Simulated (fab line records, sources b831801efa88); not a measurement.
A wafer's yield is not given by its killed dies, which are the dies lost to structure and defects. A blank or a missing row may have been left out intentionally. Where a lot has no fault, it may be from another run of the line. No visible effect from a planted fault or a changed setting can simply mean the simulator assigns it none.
The same fault as seen by 2 desks	flow gf180mcu	each desk holds nothing but its own numbers, with what lay behind them at the end

THE METROLOGY DESK
What the gauges read for every lot (on any tool): the sampled wafers with a number, averaged. If a lot's mean is further than 4 standard deviations from the usual mean, the lot is out of limits and carries the mark OUT (the distance appears in the brackets).
Columns: A = PSD_OVL at GF_PSD_OVL_MEAS_08, usual 0.4 nm
lot	first seen here	A
L704	day 14 04:55	1.4
L705	day 14 11:20	0.1
L707	day 15 05:20	-1.1
L709	day 16 05:20	-0.8
L713	day 17 18:46	1.7
L716	day 18 17:32	0.5
L717	day 19 00:59	-0.7
L718	day 19 01:35	200.7 (+99 or more) OUT
L719	day 19 17:23	201.8 (+99 or more) OUT
L720	day 19 23:02	201.4 (+99 or more) OUT
L721	day 20 08:37	197.7 (+99 or more) OUT
L727	day 22 07:49	1.0
This desk's finding: out of limits on L718, L719, L720, L721; first on L718, day 19 01:35 (PSD_OVL at GF_PSD_OVL_MEAS_08). Within limits: L704, L705, L707, L709, L713, L716, L717, L727.

AT THE TOOL OWNER'S DESK: iline stepper-01
The tool's own readings at GF_PSD_EXPOSE_04 (exposes mask Pplus, target cd 400 nm): means of the sampled wafers that have a number, for each lot that ran on this tool. If a lot's mean is further than 4 standard deviations from the usual mean, the lot is out of limits and carries the mark OUT (the distance appears in the brackets).
Columns: A = reticle temp C at GF_PSD_EXPOSE_04, usual 23.02 C
lot	first seen here	A
L704	day 13 18:43	23.12
L705	day 14 00:41	23.16
L709	day 15 17:43	23.01
L713	day 17 07:28	23.05
L716	day 18 05:46	23.07
L717	day 18 13:04	23.02
L718	day 18 13:37	22.95
L719	day 19 05:10	23.00
L720	day 19 10:50	23.00
L721	day 19 21:07	22.96
This desk's verdict: no lot among the 10 shows anything out of limits.

PUT TOGETHER
Metrology desk: alarm possible at day 19 01:35 on L718, L719, L720, L721.
The tool owner's desk saw nothing out of limits.
Tool owner's desk: L718, L719, L720, L721 on record, inside its limits.
Every lot named ran GF_PSD_EXPOSE_04 on iline stepper-01.

WHAT THE SIMULATOR PUT IN
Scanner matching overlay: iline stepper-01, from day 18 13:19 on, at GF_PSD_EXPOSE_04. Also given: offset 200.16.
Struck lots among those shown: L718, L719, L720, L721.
Hours from the fault's start to each desk's first reading out of limits: the metrology desk, 12.
